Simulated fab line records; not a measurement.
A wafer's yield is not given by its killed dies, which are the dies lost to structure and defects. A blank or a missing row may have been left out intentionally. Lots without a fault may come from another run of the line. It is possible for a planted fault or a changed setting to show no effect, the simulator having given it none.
Chamber matching	flow gf180mcu	GF_CONTACT_CMP_04 on cmp-02 has 4 sister chambers
The step polishes SiO2. 4 wafers are shown with their chamber, then 7 later ones without.

EACH WAFER AND ITS CHAMBER
wafer	chamber	motor-current-A (A)
L789.6	1	13.1
L792.4	3	12.0
L799.1	2	12.6
L799.2	0	10.5

WAFERS WHOSE CHAMBER IS MISSING
wafer	motor-current-A (A)
L799.3	13.2
L805.3	13.1
L805.5	13.5
L805.6	10.5
L809.1	11.6
L809.2	13.6
L809.4	12.1

EACH ONE'S CHAMBER
wafer	from the rows above	in truth
L799.3	can't be placed: 1 or 2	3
L805.3	can't be placed: 1 or 2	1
L805.5	can't be placed: 1 or 2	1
L805.6	0	0
L809.1	3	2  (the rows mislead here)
L809.2	can't be placed: 1 or 2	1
L809.4	can't be placed: 3 or 2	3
Correct placement for 1 of the 7. Cannot be placed on the basis of these rows: 5; the candidates contain the true chamber in 4. Placed wrongly: 1.
How it was worked out, from the rows above alone: a wafer's distance from a chamber is the root of the sum, over the readings, of the square of ((its reading less the chamber's mean) divided by the reading's scatter). The wafer belongs to the nearest chamber; if the next one is less than 2 further off, it can't be placed. A chamber's mean is the mean of its shown wafers. The scatter: root of mean squared gap, hidden wafer to nearest shown wafer, with one shown wafer a chamber.
